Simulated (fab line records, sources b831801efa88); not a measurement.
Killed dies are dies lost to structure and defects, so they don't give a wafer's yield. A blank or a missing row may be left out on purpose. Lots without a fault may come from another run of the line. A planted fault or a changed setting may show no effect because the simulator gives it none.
Chamber matching | flow sky130 | SKY_VIA2_CMP_24 on cmp-02: 4 sister chambers
The step polishes, stops on SiO2, t overpolish 20 s, target thk 0 nm. 4 wafers are shown with their chamber, then 12 later ones without.

WAFERS WITH THEIR CHAMBER
wafer  | chamber | motor_current_A (A)
L088.4 | 2       | 9.9
L089.2 | 3       | 10.9
L089.3 | 0       | 11.1
L089.6 | 1       | 13.5

WAFERS WITHOUT THEIR CHAMBER
wafer  | motor_current_A (A)
L090.1 | 11.2
L090.2 | 13.6
L090.6 | 10.9
L093.3 | 13.4
L093.4 | 11.4
L093.6 | 13.7
L095.2 | 10.3
L095.3 | 14.0
L095.5 | 13.3
L096.1 | 11.2
L096.3 | 14.0
L096.4 | 10.1

WHICH CHAMBER EACH WENT THROUGH
wafer  | from the rows above          | in truth
L090.1 | can't be placed: 0 or 3      | 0
L090.2 | 1                            | 1
L090.6 | can't be placed: 3 or 0      | 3
L093.3 | 1                            | 1
L093.4 | can't be placed: 0 or 3      | 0
L093.6 | 1                            | 1
L095.2 | can't be placed: 2 or 3 or 0 | 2
L095.3 | 1                            | 1
L095.5 | 1                            | 1
L096.1 | can't be placed: 0 or 3      | 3
L096.3 | 1                            | 1
L096.4 | 2                            | 2
Placed correctly: 7 of 12. Can't be placed from these rows: 5 (the true chamber is among the candidates in 5). Placed wrongly: 0.
How it was worked out, from the rows above alone: a wafer's distance from a chamber is the root of the sum, over the readings, of the square of ((its reading less the chamber's mean) divided by the reading's scatter). The wafer belongs to the nearest chamber; if the next one is less than 2 further off, it can't be placed. A chamber's mean is the mean of its shown wafers. The scatter: with one shown wafer a chamber, the root of the mean of the squares of how far each hidden wafer lies from its nearest shown one.
